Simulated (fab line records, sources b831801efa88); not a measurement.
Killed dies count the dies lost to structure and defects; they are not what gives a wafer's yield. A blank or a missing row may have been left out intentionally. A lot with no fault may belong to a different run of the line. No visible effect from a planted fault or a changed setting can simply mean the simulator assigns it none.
What tool caused it? | flow gf180mcu | 13 lots with 39 wafers sampled at 6 steps, on a route of 602 steps

WHAT THE GAUGES SHOWED, per wafer
GF_STI_THK_MEAS_22.
lot  | measured    | on            | STI_OXIDATION_01_THK (nm)
L189 | day 2 03:18 | film metro-01 | 15.3 15.4 15.4
L190 | day 2 09:29 | film metro-02 | 14.9 14.9 14.9
L191 | day 2 14:40 | film metro-02 | 15.0 15.0 15.1
L194 | day 3 07:55 | film metro-04 | 14.7 14.4 14.7
L196 | day 3 18:20 | film metro-04 | 14.7 14.5 14.8
L197 | day 3 23:22 | film metro-04 | 15.3 15.4 15.0
L199 | day 4 06:22 | film metro-01 | 14.8 15.0 14.7
L200 | day 4 14:24 | film metro-02 | 14.9 14.7 14.9
L205 | day 5 13:25 | film metro-01 | 15.0 15.0 15.1
L209 | day 6 10:32 | film metro-02 | 14.6 14.9 14.7
L210 | day 6 15:17 | film metro-04 | 14.7 15.0 15.0
L211 | day 6 20:17 | film metro-02 | 14.9 14.8 14.8
L212 | day 7 02:03 | film metro-04 | 14.9 15.3 15.2

GF_LVPWELL_OVL_MEAS_07.
lot  | measured    | on         | LVPWELL_OVL (nm)
L189 | day 3 19:53 | overlay-02 | -1.3 -1.1 -1.4
L190 | day 4 01:38 | overlay-02 | -2.2 -4.9 -2.7
L191 | day 4 09:13 | overlay-02 | 1.1 -1.2 -0.3
L194 | day 5 03:03 | overlay-01 | -1.4 -1.7 -0.9
L196 | day 5 16:46 | overlay-01 | -0.1 1.0 -0.4
L197 | day 5 18:44 | overlay-02 | 2.7 1.7 0.3
L199 | day 6 03:13 | overlay-02 | -0.3 0.7 -0.4
L200 | day 6 12:29 | overlay-02 | -0.3 -0.9 0.8
L205 | day 7 14:49 | overlay-01 | 0.4 -2.6 -1.3
L209 | day 8 14:25 | overlay-02 | -2.9 -4.3 -5.0
L210 | day 8 19:51 | overlay-02 | 1.1 0.5 1.2
L211 | day 8 23:11 | overlay-01 | -1.8 -0.2 0.3
L212 | day 9 05:37 | overlay-01 | 0.6 -0.8 -1.0

GF_MVSD_TW_MEAS_11.
lot  | measured    | on            | MVSD_TW
L189 | day 4 09:40 | film metro-01 | 1553 1549 1548
L190 | day 4 15:43 | film metro-01 | 1558 1551 1562
L191 | day 4 23:41 | film metro-03 | 1569 1572 1571
L194 | day 5 18:14 | film metro-03 | 1576 1562 1563
L196 | day 6 08:46 | film metro-01 | 1553 1546 1543
L197 | day 6 10:05 | film metro-03 | 1362 1359 1355
L199 | day 6 19:16 | film metro-02 | 1549 1546 1552
L200 | day 7 04:48 | film metro-02 | 1552 1561 1555
L205 | day 8 07:53 | film metro-02 | 1565 1562 1553
L209 | day 9 08:02 | film metro-03 | 1578 1577 1575
L210 | day 9 13:48 | film metro-03 | 1575 1567 1578
L211 | day 9 17:34 | film metro-02 | 1547 1549 1550
L212 | day 9 23:56 | film metro-03 | 1576 1575 1579

GF_VT_IMPLANT_OVL_MEAS_40.
lot  | measured     | on         | VT_IMPLANT_03_OVL (nm)
L189 | day 7 10:18  | overlay-01 | -0.5 -2.2 -2.2
L190 | day 7 16:36  | overlay-01 | -2.2 -0.2 -0.9
L191 | day 8 03:20  | overlay-01 | -1.8 -0.1 -1.1
L194 | day 9 00:47  | overlay-02 | -1.2 -1.0 -1.2
L196 | day 9 18:02  | overlay-01 | -3.0 -2.7 -1.6
L197 | day 9 18:34  | overlay-01 | -0.7 0.3 -1.1
L199 | day 10 06:05 | overlay-01 | 1.8 -0.1 -0.9
L200 | day 10 15:59 | overlay-01 | -0.1 0.6 -1.1
L205 | day 12 00:38 | overlay-01 | -1.6 -0.8 0.4
L209 | day 13 07:17 | overlay-01 | -2.2 -2.8 -2.2
L210 | day 13 10:53 | overlay-01 | -0.7 -1.5 -1.3
L211 | day 13 16:02 | overlay-01 | -3.2 -2.6 -2.1
L212 | day 13 23:11 | overlay-02 | -1.2 -0.9 1.2

EACH LOT AND THE TOOL THAT RAN IT (in order: tool; ch and the chambers of the sampled wafers; start)
lot  | GF_LVPWELL_STRIP_10                 | GF_MVSD_STRIP_10
L189 | plasma asher-04 ch 0, day 3 20:13   | plasma asher-01 ch 0,1, day 4 09:34
L190 | plasma asher-03 ch 0,1, day 4 01:58 | plasma asher-02 ch 0,1, day 4 15:37
L191 | plasma asher-03 ch 0,1, day 4 09:34 | plasma asher-03 ch 0,1, day 4 23:35
L194 | plasma asher-04 ch 0,1, day 5 03:24 | plasma asher-01 ch 0,1, day 5 18:08
L196 | plasma asher-03 ch 0,1, day 5 17:07 | plasma asher-01 ch 0,1, day 6 08:40
L197 | plasma asher-03 ch 0,1, day 5 19:04 | plasma asher-02 ch 0,1, day 6 09:58
L199 | plasma asher-04 ch 0,1, day 6 03:34 | plasma asher-03 ch 0,1, day 6 19:10
L200 | plasma asher-02 ch 0,1, day 6 12:49 | plasma asher-03 ch 0,1, day 7 04:42
L205 | plasma asher-04 ch 0,1, day 7 15:10 | plasma asher-01 ch 0,1, day 8 07:48
L209 | plasma asher-03 ch 0,1, day 8 14:45 | plasma asher-02 ch 0,1, day 9 07:56
L210 | plasma asher-02 ch 1, day 8 20:11   | plasma asher-01 ch 0,1, day 9 13:42
L211 | plasma asher-04 ch 0,1, day 8 23:31 | plasma asher-01 ch 0,1, day 9 17:28
L212 | plasma asher-04 ch 0,1, day 9 05:56 | plasma asher-02 ch 0,1, day 9 23:50
- GF_LVPWELL_STRIP_10: strips in O2/N2.
- GF_MVSD_STRIP_10: strips in O2/N2.

AS READ BY THE TOOLS THEMSELVES (means over the sampled wafers that have a number; for cases with no such wafer, the mark the record gives instead)
GF_LVPWELL_STRIP_10.
lot  | tool            | drypump motor current A (A) | heater power w (W) | n2 flow sccm (sccm) | oes product au (a.u.) | strip time to endpoint s (s)
L189 | plasma asher-04 | 5.2                         | 308                | 300.9               | 0.724                 | 36.91
L190 | plasma asher-03 | 5.9                         | 331                | 300.5               | 0.724                 | 36.95
L191 | plasma asher-03 | 5.9                         | 335                | 299.6               | 0.723                 | 37.12
L194 | plasma asher-04 | 5.2                         | 302                | 300.3               | 0.723                 | 36.88
L196 | plasma asher-03 | 5.9                         | 339                | 300.1               | 0.721                 | 36.93
L197 | plasma asher-03 | 5.9                         | 335                | 299.9               | 0.958                 | -
L199 | plasma asher-04 | 5.2                         | 305                | 299.2               | 0.719                 | 36.90
L200 | plasma asher-02 | 6.2                         | 334                | 300.1               | 0.723                 | 37.04
L205 | plasma asher-04 | 5.2                         | 304                | 299.9               | 0.721                 | 37.02
L209 | plasma asher-03 | 5.7                         | 349                | 300.3               | 0.724                 | 36.95
L210 | plasma asher-02 | 6.4                         | 345                | 301.6               | 0.721                 | 37.08
L211 | plasma asher-04 | 5.2                         | 310                | 299.9               | 0.723                 | 37.04
L212 | plasma asher-04 | 5.2                         | 306                | 299.6               | 0.723                 | 37.06

GF_MVSD_STRIP_10.
lot  | tool            | drypump motor current A (A) | heater power w (W) | n2 flow sccm (sccm) | oes product au (a.u.) | strip time to endpoint s (s)
L189 | plasma asher-01 | 5.9                         | 323                | 300.7               | 0.723                 | 37.07
L190 | plasma asher-02 | 6.0                         | 322                | 300.3               | 0.722                 | 36.92
L191 | plasma asher-03 | 5.7                         | 353                | 300.1               | 0.722                 | 37.01
L194 | plasma asher-01 | 5.7                         | 338                | 299.8               | 0.725                 | 37.09
L196 | plasma asher-01 | 5.7                         | 338                | 300.8               | 0.723                 | 36.72
L197 | plasma asher-02 | 6.2                         | 334                | 299.2               | 0.725                 | 47.21
L199 | plasma asher-03 | 6.0                         | 337                | 299.1               | 0.722                 | 37.00
L200 | plasma asher-03 | 5.9                         | 332                | 301.1               | 0.715                 | 37.01
L205 | plasma asher-01 | 5.7                         | 337                | 299.7               | 0.724                 | 37.11
L209 | plasma asher-02 | 6.0                         | 320                | 300.4               | 0.716                 | 37.08
L210 | plasma asher-01 | 5.9                         | 324                | 298.5               | 0.725                 | 37.07
L211 | plasma asher-01 | 5.9                         | 326                | 299.5               | 0.723                 | 37.01
L212 | plasma asher-02 | 6.2                         | 336                | 299.3               | 0.722                 | 37.08

THE ANSWER, worked out from the rows above alone
Rule: the usual values come from the lots themselves. Put in order of their means at a reading, lots are off if they are a third of the lots or fewer, leave a main group of 4 or more, and stand apart from it by a gap of 3 or more times the standard deviation of the main group's means; of several such gaps the widest counts. A main group whose means are all the same, to the digits that the tables above print for the reading, isn't used. Also off: a lot with no number at a reading for which 4 or more lots have one. The other lots that the step has rows for count as sound. Order of review: gauges by route order, followed by the tools' own readings, for which a lot's mean as printed above is used. The first step at which some lot is off is used, and at that step the reading that is off furthest; a lot without a number counts as furthest.
Off: at GF_MVSD_TW_MEAS_11 (MVSD_TW), L197. Main group: mean 1561, sd 11.
A tool fits if, at a process step before that reading, it ran every lot that is off, and no sound lot after the first of them. The gauges at GF_MVSD_TW_MEAS_11 aren't tried: what is off there is off at GF_LVPWELL_STRIP_10 too, on other tools, and a gauge's error can't cause that. No candidate that was tried fits.

WHAT THE SIMULATOR HAD INSERTED
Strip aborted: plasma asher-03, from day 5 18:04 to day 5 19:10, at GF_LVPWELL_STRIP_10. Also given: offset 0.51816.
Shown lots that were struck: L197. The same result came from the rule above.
